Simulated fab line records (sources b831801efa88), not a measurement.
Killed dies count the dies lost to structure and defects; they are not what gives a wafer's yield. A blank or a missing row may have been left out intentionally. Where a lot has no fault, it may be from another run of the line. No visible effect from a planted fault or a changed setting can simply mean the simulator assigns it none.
fab line records -- flow sky130
record: lots: 7, wafers: 20, last_day: 51
route steps=708 shown POLY_GATE@219 PAD_OPEN@708
lots that met no fault: from a run of the same line without faults
start_h: hours from the record's first day to the start of the lot's first wafer shown -- wait_h: time in hours since the lot's previous step -- " same as the row above -- L1.1+2: one row covering several wafers at once -- - value missing, or start not given -- * or withheld: withheld -- < > ~ a bound
route shown NAME@n: a module of which the file shows steps, and the number in the route of the first -- usual: mean and standard deviation over wafers with no fault -- same: alike in all rows -- chamber/n: place in a boat -- sites: the reading at each site -- _std_site: standard deviation of those values -- _edge_site: outer sites' mean less inner sites' -- radius_mm: for every site, how far away it sits from the centre of the wafer -- mask NAME#n: copy n -- behind: the most recent tool/chamber to have shaped the wafer -- hold: reason for holding the lot/hours on hold/outcome of the hold -- device: the n, p or np transistor that did not switch -- end of line: the same wafers' tests at the end of the route -- where a step has no rows: the recipe by itself -- killed: not the wafer's yield, but the dies lost to structure and defects at the first sort -- map: per-die view of a wafer (x killed, . not killed, _ where there is no die)
set.NAME: the setting the step ran with; set.NAME@STEP: the setting that earlier step ran with -- model.NAME: the simulator's own value behind a step, which no gauge read
lots at selected steps of the route; one table per step, one row per wafer
services: from which hour (start_h, from the record's first day; less than 0 if before it) a tool's chamber was out of use, for how many hours, and why
== steps ==
step: SKY_POLY_GATE_DEHYDRATE_05
recipe: temp_c: 200, time_s: 60
step: SKY_POLY_GATE_HMDS_06
recipe: prime_time_s: 60, prime_temp_c: 120
step: SKY_POLY_GATE_COAT_07
recipe: resist: BARC, temp_c: withheld, time_s: withheld, spin_rpm: 3000, resist_thk_nm: 110
step: SKY_POLY_GATE_COAT_08
recipe: resist: KrF-thick, spin_rpm: 3000, resist_thk_nm: 450
step: SKY_POLY_GATE_SOFTBAKE_09
recipe: temp_c: 100, time_s: 90, resist: KrF-thick
step: SKY_POLY_GATE_EXPOSE_10
recipe: mask_id: P1M, na: 0.68, source_shape: conventional, sigma_outer: 0.6, target_cd_nm: 150, dose_mj: 28
step: SKY_POLY_GATE_PEB_11
recipe: peb_temp_c: withheld, peb_time_s: withheld, resist: KrF-thick
step: SKY_POLY_GATE_DEVELOP_12
recipe: develop_time_s: 60, resist: KrF-thick, dev_temp_c: 21
step: SKY_POLY_GATE_CD_MEAS_13
recipe: target_cd_nm: 150
usual: cd_nm: 150.1/1.3
lot.wafer,tool,chamber,start_h,wait_h,cd_nm
L493.2,cd_sem-02,-,403.14,-,150.6
L493.4,cd_sem-02,-,403.14,-,151.4
L493.6,cd_sem-02,-,403.14,-,149.9
L497.4,cd_sem-02,-,425.48,-,147.4
L497.5,cd_sem-02,-,425.48,-,148.7
L497.6,cd_sem-02,-,425.48,-,148.2
L501.2,cd_sem-02,-,457.66,-,149.3
L501.4,cd_sem-02,-,457.66,-,149.6
L503.1,cd_sem-02,-,481.27,-,149.8
L503.2,cd_sem-02,-,481.27,-,150.9
L503.3,cd_sem-02,-,481.27,-,151.1
L505.1,cd_sem-02,-,500.05,-,151.9
L505.4,cd_sem-02,-,500.05,-,151.9
L505.6,cd_sem-02,-,500.05,-,150.2
L510.2,cd_sem-01,-,534.77,-,151.3
L510.4,cd_sem-01,-,534.77,-,150.5
L510.6,cd_sem-01,-,534.77,-,150.4
L514.1,cd_sem-02,-,571.40,-,151.3
L514.2,cd_sem-02,-,571.40,-,150.9
L514.3,cd_sem-02,-,571.40,-,149.9
step: SKY_POLY_GATE_OVL_MEAS_14
usual: POLY_GATE_OVL: 0/5.8
lot.wafer,tool,chamber,start_h,wait_h,POLY_GATE_OVL[nm]
L493.2,overlay-02,-,403.24,0.1,-10
L493.4,overlay-02,-,403.24,0.1,-5
L493.6,overlay-02,-,403.24,0.1,0
L497.4,overlay-02,-,425.56,0.1,4
L497.5,overlay-02,-,425.56,0.1,8
L497.6,overlay-02,-,425.56,0.1,0
L501.2,overlay-02,-,457.77,0.1,6
L501.4,overlay-02,-,457.77,0.1,5
L503.1,overlay-01,-,481.39,0.1,-4
L503.2,overlay-01,-,481.39,0.1,-13
L503.3,overlay-01,-,481.39,0.1,-6
L505.1,overlay-01,-,500.20,0.1,-1
L505.4,overlay-01,-,500.20,0.1,4
L505.6,overlay-01,-,500.20,0.1,1
L510.2,overlay-02,-,534.88,0.1,0
L510.4,overlay-02,-,534.88,0.1,12
L510.6,overlay-02,-,534.88,0.1,7
L514.1,overlay-02,-,571.52,0.1,5
L514.2,overlay-02,-,571.52,0.1,12
L514.3,overlay-02,-,571.52,0.1,-3
step: SKY_POLY_GATE_ETCH_15
recipe: chemistry: N2/H2, target: BARC, ion_energy_ev: 200, source_w: 500, bias_w: 100, pressure_mtorr: 30, n2_flow_sccm: 100, h2_flow_sccm: 200, stop_on: SiO2, time_s: 118.5, target_depth_a: 1100
usual: drypump_motor_current_A: 6.0/0.67, oes_product_au: 0.717/0.0046, run_length_s: 146.9/0.43, throttle_valve_pct: 13.213/0.0081
lot.wafer,tool,chamber,start_h,wait_h,drypump_motor_current_A,oes_product_au,rf_hours_counter_h,run_length_s,throttle_valve_pct
L493.2,rie_diel-02,3,403.27,0.0,5.3,0.717,0,146.7,13.210
L493.4,rie_diel-02,1,403.27,0.0,5.5,0.717,96,146.2,13.219
L493.6,rie_diel-02,1,403.27,0.0,5.4,0.713,-,145.8,13.222
L497.4,rie_diel-03,1,425.57,0.0,6.3,0.713,12,147.6,13.192
L497.5,rie_diel-03,2,425.57,0.0,5.8,0.724,-,147.2,13.223
L497.6,rie_diel-03,3,425.57,0.0,4.9,0.717,-,146.8,13.221
L501.2,rie_diel-03,3,457.80,0.0,5.0,0.715,3,147.1,13.217
L501.4,rie_diel-03,1,457.80,0.0,6.2,0.709,12,147.4,13.212
L503.1,rie_diel-04,3,481.42,0.0,6.7,0.716,79,147.0,13.215
L503.2,rie_diel-04,0,481.42,0.0,4.9,0.718,82,146.7,13.216
L503.3,rie_diel-04,1,481.42,0.0,6.0,0.721,1,146.2,13.215
L505.1,rie_diel-03,0,500.23,0.0,6.8,0.719,1,147.2,13.222
L505.4,rie_diel-03,1,500.23,0.0,6.3,0.717,13,147.4,13.215
L505.6,rie_diel-03,2,500.23,0.0,5.9,0.712,-,146.6,13.215
L510.2,rie_diel-04,3,534.91,0.0,6.7,0.715,79,147.7,13.202
L510.4,rie_diel-04,0,534.91,0.0,4.9,0.711,83,146.9,13.213
L510.6,rie_diel-04,3,534.91,0.0,6.7,0.713,-,147.2,13.219
L514.1,rie_diel-03,2,571.56,0.0,5.9,0.714,30,146.8,13.223
L514.2,rie_diel-03,0,571.56,0.0,6.7,0.714,3,146.7,13.218
L514.3,rie_diel-03,1,571.56,0.0,6.3,0.729,15,147.0,13.219
step: SKY_POLY_GATE_ETCH_16
recipe: stop_on: poly-Si, chemistry: CH3F/O2, target: Si3N4, source_w: 400, bias_w: 80, pressure_mtorr: 25, ch3f_flow_sccm: 40, O2_flow_sccm: 30, time_s: 147.5, target_depth_a: 750
usual: O2_flow_sccm: 29.99/0.094, drypump_motor_current_A: 6.0/0.67, oes_product_au: 0.640/0.0053, run_length_s: 175.9/0.47, throttle_valve_pct: 10.536/0.0086
lot.wafer,tool,chamber,start_h,wait_h,O2_flow_sccm,drypump_motor_current_A,oes_product_au,rf_hours_counter_h,run_length_s,throttle_valve_pct
L493.2,rie_diel-02,3,403.36,0.0,29.86,5.4,0.635,0,175.5,10.524
L493.4,rie_diel-02,1,403.36,0.0,29.99,5.4,0.642,96,174.9,10.516
L493.6,rie_diel-02,1,403.36,0.0,29.98,5.4,0.635,-,174.8,10.532
L497.4,rie_diel-03,1,425.66,0.0,30.14,6.2,0.642,12,176.4,10.534
L497.5,rie_diel-03,2,425.66,0.0,29.95,5.9,0.634,-,175.8,10.544
L497.6,rie_diel-03,3,425.66,0.0,29.90,4.9,0.639,-,176.4,10.531
L501.2,rie_diel-03,3,457.88,0.0,30.00,4.9,0.637,3,175.8,10.544
L501.4,rie_diel-03,1,457.88,0.0,29.89,6.2,0.641,12,176.2,10.551
L503.1,rie_diel-04,3,481.51,0.0,29.92,6.7,0.643,79,176.2,10.544
L503.2,rie_diel-04,0,481.51,0.0,30.09,4.9,0.643,82,176.1,10.527
L503.3,rie_diel-04,1,481.51,0.0,29.96,6.0,0.645,1,174.9,10.543
L505.1,rie_diel-03,0,500.31,0.0,29.94,6.7,0.641,1,176.0,10.539
L505.4,rie_diel-03,1,500.31,0.0,29.91,6.2,0.640,13,176.3,10.539
L505.6,rie_diel-03,2,500.31,0.0,29.89,5.9,0.637,-,175.7,10.531
L510.2,rie_diel-04,3,534.99,0.0,30.09,6.7,0.645,80,176.2,10.530
L510.4,rie_diel-04,0,534.99,0.0,29.95,4.8,0.642,83,175.6,10.553
L510.6,rie_diel-04,3,534.99,0.0,30.08,6.7,0.638,-,176.4,10.521
L514.1,rie_diel-03,2,571.64,0.0,29.98,5.9,0.631,30,175.7,10.548
L514.2,rie_diel-03,0,571.64,0.0,29.89,6.8,0.638,3,175.6,10.517
L514.3,rie_diel-03,1,571.64,0.0,30.17,6.2,0.636,15,176.4,10.540
step: SKY_POLY_GATE_ETCH_17
recipe: target_depth_nm: 180, stop_on: SiO2, over_etch_frac: 0.56667, chemistry: HBr/Cl2, target: poly-Si, icp_w: 400, bias_w: 100, pressure_mtorr: 10, HBr_flow_sccm: 150, Cl2_flow_sccm: 50, time_s: 70.5
usual: drypump_motor_current_A: 5.7/0.55, oes_product_au: 0.983/0.007, run_length_s: 98.8/0.38, throttle_valve_pct: 33.685/0.01
lot.wafer,tool,chamber,start_h,wait_h,drypump_motor_current_A,oes_product_au,rf_hours_counter_h,run_length_s,throttle_valve_pct,model.KrF-thick_of_POLY_GATE_COAT_08.thk_nm,model.SiO2_of_SONOS_ONO_CVD_04.thk_nm
L493.2,rie_si-01,3,403.46,0.0,5.2,0.986,10,99.3,33.679,139,4.263
L493.4,rie_si-01,0,403.46,0.0,5.3,0.990,73,97.9,33.688,138.9,4.276
L493.6,rie_si-01,3,403.46,0.0,5.1,0.980,-,99.0,33.681,140.8,4.443
L497.4,rie_si-02,0,425.75,0.0,6.3,0.979,1,99.0,33.689,144,4.472
L497.5,rie_si-02,3,425.75,0.0,4.9,0.995,-,98.8,33.673,144.1,4.422
L497.6,rie_si-02,2,425.75,0.0,6.1,0.989,-,98.8,33.684,140.6,4.367
L501.2,rie_si-02,2,457.98,0.0,6.1,0.976,36,99.1,33.688,141.4,4.135
L501.4,rie_si-02,3,457.98,0.0,4.9,0.836,1,115.2,33.689,119.5,3.413
L503.1,rie_si-02,1,481.60,0.0,6.5,0.846,0,115.2,33.676,121.7,3.528
L503.2,rie_si-02,3,481.60,0.0,4.9,0.980,1,98.8,33.678,144.3,4.34
L503.3,rie_si-02,0,481.60,0.0,6.3,0.982,2,99.0,33.679,142.6,4.304
L505.1,rie_si-02,1,500.41,0.0,6.5,0.852,0,115.3,33.677,120.8,3.563
L505.4,rie_si-02,2,500.41,0.0,6.1,0.858,36,115.2,33.685,121.5,3.659
L505.6,rie_si-02,3,500.41,0.0,4.9,0.975,-,99.6,33.682,141.4,4.27
L510.2,rie_si-01,1,535.09,0.0,5.6,0.984,1,99.2,33.690,138.2,4.481
L510.4,rie_si-01,0,535.09,0.0,5.3,0.997,0,98.0,33.697,138.9,4.461
L510.6,rie_si-01,2,535.09,0.0,6.1,0.979,-,98.5,33.689,140,4.487
L514.1,rie_si-01,0,571.74,0.0,5.3,0.991,1,98.0,33.684,141.6,4.305
L514.2,rie_si-01,1,571.74,0.0,5.6,0.992,1,99.5,33.675,142.7,4.386
L514.3,rie_si-01,2,571.74,0.0,6.0,0.974,5,98.2,33.697,142.7,4.297
step: SKY_POLY_GATE_STRIP_18
recipe: chemistry: O2/N2, power_w: 1400, pressure_mtorr: 1500, platen_temp_c: withheld, o2_flow_sccm: 3000, n2_flow_sccm: 300, overash_fraction: 0.5
usual: drypump_motor_current_A: 5.5/0.38, oes_product_au: 0.362/0.0045, strip_time_to_endpoint_s: 3.178/0.027
lot.wafer,tool,chamber,start_h,wait_h,drypump_motor_current_A,oes_product_au,rf_hours_counter_h,strip_time_to_endpoint_s
L493.2,plasma_asher-04,1,403.51,0.0,6.1,0.368,56,3.135
L493.4,plasma_asher-04,0,403.51,0.0,5.3,0.365,-,3.171
L493.6,plasma_asher-04,1,403.51,0.0,6.1,0.359,-,3.187
L497.4,plasma_asher-01,1,425.84,0.1,5.1,0.359,-,3.220
L497.5,plasma_asher-01,1,425.84,0.1,5.1,0.365,-,3.209
L497.6,plasma_asher-01,0,425.84,0.1,5.9,0.355,-,3.168
L501.2,plasma_asher-01,0,458.03,0.0,6.0,0.360,80,3.179
L501.4,plasma_asher-01,0,458.03,0.0,5.9,0.343,-,2.937
L503.1,plasma_asher-01,0,481.66,0.0,6.0,0.351,83,2.967
L503.2,plasma_asher-01,1,481.66,0.0,5.1,0.367,83,3.209
L503.3,plasma_asher-01,1,481.66,0.0,5.1,0.363,-,3.203
L505.1,plasma_asher-03,1,500.47,0.0,5.2,0.346,8,2.951
L505.4,plasma_asher-03,1,500.47,0.0,5.2,0.354,-,2.955
L505.6,plasma_asher-03,1,500.47,0.0,5.2,0.355,-,3.180
L510.2,plasma_asher-01,0,535.15,0.0,6.0,0.361,89,3.158
L510.4,plasma_asher-01,0,535.15,0.0,6.0,0.361,-,3.154
L510.6,plasma_asher-01,0,535.15,0.0,6.0,0.362,-,3.156
L514.1,plasma_asher-03,0,571.80,0.0,5.5,0.362,17,3.188
L514.2,plasma_asher-03,1,571.80,0.0,5.2,0.357,17,3.192
L514.3,plasma_asher-03,1,571.80,0.0,5.2,0.360,-,3.222
step: SKY_POLY_GATE_CLEAN_19
recipe: chemistry: SC1/SC2, mix: 1:4:20, temp_c: 70, time_s: 150, dry: n2_spin
step: SKY_PAD_OPEN_PROBE_99
usual: killed_at_M0_to_M3: 43/6.9, killed_at_M4_up: 3.2/1.6, killed_at_contacts: 25/5.1, killed_at_front_end: 16/4.5, killed_at_other: 0.3/0.68, killed_dies: 87/8.9, killed_open: 48/6.9, killed_short: 39/6.3
same: gross_dies: 492, killed_at_back_side: 0
lot.wafer,tool,chamber,start_h,wait_h,killed_at_M0_to_M3,killed_at_M4_up,killed_at_contacts,killed_at_front_end,killed_at_other,killed_dies,killed_open,killed_short,model.etest.tip_sonos.rs_ohm_sq,model.etest.tip_n.rs_ohm_sq,model.etest.res_pdiff_hv.rs_ohm_sq
L493.2,prober-02,-,1114.63,0.1,31,6,34,21,0,92,51,41,2697,442.8,199.3
L493.4,prober-02,-,1114.73,0.2,44,2,18,17,0,81,45,36,2675,441.6,199.1
L493.6,prober-02,-,1114.83,0.2,55,4,17,23,1,100,50,50,2701,441.8,198.7
L497.4,prober-01,-,1129.03,0.2,58,6,15,25,0,104,62,42,2614,442.4,191
L497.5,prober-01,-,1129.08,0.2,37,6,31,18,0,92,49,43,2584,444.8,190
L497.6,prober-01,-,1129.13,0.2,54,4,20,20,0,98,54,44,2600,444.5,191.5
L501.2,prober-01,-,1148.69,0.1,49,1,25,18,0,93,51,42,2668,437.6,190
L501.4,prober-01,-,1148.79,0.2,44,5,29,19,0,97,64,33,2488,432.6,186.1
L503.1,prober-01,-,1164.83,0.1,35,2,20,12,0,69,34,35,2377,434.7,185.4
L503.2,prober-01,-,1164.88,0.1,32,3,27,11,0,73,43,30,2551,440.6,188.5
L503.3,prober-01,-,1164.93,0.2,36,4,21,8,0,69,37,32,2552,436.1,188.3
L505.1,prober-01,-,1177.84,0.1,45,6,21,15,0,87,46,41,2509,432.6,188.9
L505.4,prober-01,-,1177.99,0.2,59,0,15,17,1,92,54,38,2456,432.2,188.1
L505.6,prober-01,-,1178.09,0.2,47,4,22,21,2,96,58,38,2687,435.5,192.1
L510.2,prober-02,-,1196.02,0.1,38,5,23,10,0,76,43,33,2703,441.2,190.3
L510.4,prober-02,-,1196.12,0.2,34,5,27,17,0,83,48,35,2678,444.4,191.3
L510.6,prober-02,-,1196.22,0.2,50,4,25,13,0,92,53,39,2687,443.7,191.5
L514.1,prober-02,-,1213.03,0.1,45,6,19,17,1,88,53,35,2604,437.5,190.5
L514.2,prober-02,-,1213.08,0.1,48,1,29,17,0,95,44,51,2615,437.4,190.9
L514.3,prober-02,-,1213.13,0.2,31,1,19,14,0,65,34,31,2632,440.8,190.4
killed by level:class
L493.2 LI_CONTACT:geometric_particle:open=10 CONTACT:geometric_particle:open=10 VIA1:geometric_particle:open=7 FIELD_ISO:geometric_particle:open=6 CONTACT:geometric_particle:short=6 VIA3:geometric_particle:open=6 METAL4:geometric_particle:short=6 POLY_GATE:geometric_particle:open=5
L493.4 VIA1:geometric_particle:open=13 FIELD_ISO:geometric_particle:short=7 CONTACT:geometric_particle:open=7 VIA1:geometric_particle:short=7 VIA3:geometric_particle:open=5 FIELD_ISO:geometric_particle:open=4 METAL1:geometric_particle:short=4 VIA3:geometric_particle:short=4
L493.6 VIA1:geometric_particle:open=12 FIELD_ISO:geometric_particle:open=7 VIA1:geometric_particle:short=7 METAL2:geometric_particle:short=7 LOCAL_INTERCONNECT:geometric_particle:short=6 METAL1:geometric_particle:open=5 METAL1:geometric_particle:short=5 POLY_GATE:geometric_particle:open=4
L497.4 VIA1:geometric_particle:open=14 VIA1:geometric_particle:short=9 CONTACT:geometric_particle:open=9 VIA3:geometric_particle:open=9 METAL1:geometric_particle:short=7 POLY_GATE:geometric_particle:short=6 FIELD_ISO:geometric_particle:open=5 LI_CONTACT:geometric_particle:open=5
L497.5 CONTACT:geometric_particle:open=11 LI_CONTACT:geometric_particle:open=9 VIA1:geometric_particle:open=9 FIELD_ISO:geometric_particle:short=7 LOCAL_INTERCONNECT:geometric_particle:short=6 METAL2:geometric_particle:short=5 METAL1:geometric_particle:short=4 VIA3:geometric_particle:short=4
L497.6 VIA1:geometric_particle:open=12 CONTACT:geometric_particle:open=9 VIA1:geometric_particle:short=9 METAL1:geometric_particle:short=8 VIA3:geometric_particle:open=7 LI_CONTACT:geometric_particle:open=6 SPACER:geometric_particle:open=4 METAL4:geometric_particle:short=4
L501.2 VIA1:geometric_particle:open=15 LOCAL_INTERCONNECT:geometric_particle:short=8 VIA2:geometric_particle:open=7 POLY_GATE:geometric_particle:open=6 LI_CONTACT:geometric_particle:open=6 VIA2:geometric_particle:short=6 VIA3:geometric_particle:open=6 CONTACT:geometric_particle:short=5
L501.4 VIA1:geometric_particle:open=12 CONTACT:geometric_particle:open=11 VIA3:geometric_particle:open=9 LI_CONTACT:geometric_particle:open=6 POLY_GATE:geometric_particle:open=5 POLY_GATE:geometric_particle:short=5 VIA2:geometric_particle:open=5 CONTACT:geometric_particle:short=5
L503.1 VIA1:geometric_particle:open=9 CONTACT:geometric_particle:open=5 METAL2:geometric_particle:short=5 POLY_GATE:geometric_particle:short=4 LI_CONTACT:geometric_particle:short=4 LI_CONTACT:geometric_particle:open=4 CONTACT:geometric_particle:short=4 METAL1:geometric_particle:short=4
L503.2 LI_CONTACT:geometric_particle:open=10 VIA2:geometric_particle:open=10 CONTACT:geometric_particle:open=8 METAL2:geometric_particle:short=6 POLY_GATE:geometric_particle:open=5 LOCAL_INTERCONNECT:geometric_particle:short=4 METAL1:geometric_particle:short=4 VIA3:geometric_particle:open=4
L503.3 VIA2:geometric_particle:open=9 VIA3:geometric_particle:open=9 LI_CONTACT:geometric_particle:short=8 LI_CONTACT:geometric_particle:open=7 METAL4:geometric_particle:short=4 CONTACT:geometric_particle:open=3 METAL1:geometric_particle:short=3 VIA1:geometric_particle:short=3
L505.1 CONTACT:geometric_particle:open=9 VIA2:geometric_particle:open=9 LI_CONTACT:geometric_particle:open=6 VIA1:geometric_particle:open=6 VIA1:geometric_particle:short=6 METAL2:geometric_particle:short=6 METAL1:geometric_particle:short=5 FIELD_ISO:geometric_particle:short=4
L505.4 VIA1:geometric_particle:open=16 VIA3:geometric_particle:open=9 VIA2:geometric_particle:open=9 FIELD_ISO:geometric_particle:short=5 LI_CONTACT:geometric_particle:open=5 VIA2:geometric_particle:short=5 VIA3:geometric_particle:short=5 METAL1:geometric_particle:short=4
L505.6 VIA1:geometric_particle:open=17 CONTACT:geometric_particle:open=11 FIELD_ISO:geometric_particle:short=8 VIA1:geometric_particle:short=7 POLY_GATE:geometric_particle:open=6 VIA2:geometric_particle:open=5 METAL4:geometric_particle:short=4 LI_CONTACT:geometric_particle:open=4
L510.2 CONTACT:geometric_particle:open=10 VIA1:geometric_particle:open=7 VIA2:geometric_particle:open=7 METAL1:geometric_particle:short=6 VIA3:geometric_particle:open=6 POLY_GATE:geometric_particle:short=5 LI_CONTACT:geometric_particle:open=5 LOCAL_INTERCONNECT:geometric_particle:short=3
L510.4 CONTACT:geometric_particle:open=12 VIA1:geometric_particle:open=12 LI_CONTACT:geometric_particle:open=7 LOCAL_INTERCONNECT:geometric_particle:short=5 POLY_GATE:geometric_particle:short=4 SPACER:geometric_particle:short=4 METAL3:geometric_particle:short=4 VIA1:geometric_particle:short=3
L510.6 VIA1:geometric_particle:open=14 VIA2:geometric_particle:open=8 CONTACT:geometric_particle:open=7 CONTACT:geometric_particle:short=7 LI_CONTACT:geometric_particle:open=6 METAL3:geometric_particle:short=6 FIELD_ISO:geometric_particle:short=5 POLY_GATE:geometric_particle:open=5
L514.1 CONTACT:geometric_particle:open=11 VIA3:geometric_particle:open=10 VIA1:geometric_particle:open=9 FIELD_ISO:geometric_particle:open=5 METAL2:geometric_particle:short=5 FIELD_ISO:geometric_particle:short=4 LI_CONTACT:geometric_particle:open=4 VIA3:geometric_particle:short=4
L514.2 VIA1:geometric_particle:short=11 CONTACT:geometric_particle:open=10 VIA1:geometric_particle:open=8 LI_CONTACT:geometric_particle:open=7 METAL1:geometric_particle:short=7 LOCAL_INTERCONNECT:geometric_particle:short=6 FIELD_ISO:geometric_particle:short=5 POLY_GATE:geometric_particle:short=5
L514.3 LOCAL_INTERCONNECT:geometric_particle:short=6 VIA2:geometric_particle:open=6 FIELD_ISO:geometric_particle:open=5 LI_CONTACT:geometric_particle:open=5 VIA3:geometric_particle:open=5 CONTACT:geometric_particle:open=5 METAL2:geometric_particle:short=5 SONOS_ONO:geometric_particle:short=3
== services ==
tool,chamber,start_h,hours,kind
rie_si-01,-,381.39,4.3,pm
rie_diel-02,-,381.86,0.5,repair
plasma_asher-01,-,381.87,4.3,pm
plasma_asher-03,-,386.45,11.9,repair
rie_diel-04,3,389.52,8.2,repair
plasma_asher-03,-,391.56,7.6,repair
plasma_asher-01,-,395.95,2.1,repair
rie_si-01,-,416.96,0.1,repair
plasma_asher-03,-,421.25,9.0,pm
rie_diel-04,-,425.35,0.1,repair
rie_diel-04,3,462.05,7.1,repair
rie_si-01,0,467.93,1.3,repair
rie_diel-02,0,468.30,4.2,repair
rie_diel-04,0,483.50,29.8,repair
rie_si-01,3,485.68,7.3,repair
rie_diel-04,-,490.81,0.3,repair
rie_diel-02,3,497.07,3.2,repair
rie_si-01,-,509.02,0.1,repair
rie_si-02,1,525.81,13.4,repair
rie_diel-02,3,533.27,1.3,repair
rie_diel-02,-,541.70,14.6,pm
rie_diel-04,1,558.26,22.8,repair
rie_diel-03,3,560.81,14.3,repair
rie_diel-04,0,563.58,2.7,repair
== key ==
first_sign: step: SKY_POLY_GATE_ETCH_17, reading: run_length_s, direction: up, sigmas: 43, usual: *, struck: *
effect: step: SKY_POLY_GATE_ETCH_17, reading: oes_product_au, direction: down, sigmas: 19, usual: 0.983, struck: 0.848
effect: step: SKY_POLY_GATE_STRIP_18, reading: strip_time_to_endpoint_s, direction: down, sigmas: 8.4, usual: *, struck: *
model_effect: step: SKY_POLY_GATE_ETCH_17, value: KrF-thick_of_POLY_GATE_COAT_08.thk_nm, without: 142.5, struck: 120.9
model_effect: step: SKY_PAD_OPEN_PROBE_99, value: etest.tip_sonos.rs_ohm_sq, without: 2618, struck: 2458
met_at SKY_POLY_GATE_ETCH_17
struck_wafers L501.4,L503.1,L505.1,L505.4
tester_left_out L501,L503,L505
onset_between 425.75 457.98
fault: kind: process_parameter_drift, tool: rie_si-02, chamber: -, onset_h: 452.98, steps: SKY_POLY_GATE_ETCH_17, channel: time_s, offset: *, shape: step, end_h: 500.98, scope: struck_wafers_only, acts_in: *, stated: *
tester_left_out: of these lots the tester's yield and bins aren't shown, on N5 and GAA mostly nor the transistor test; their killed dies are dies lost to structure and defects alone, not to doping, threshold or leakage, so they don't give the yield
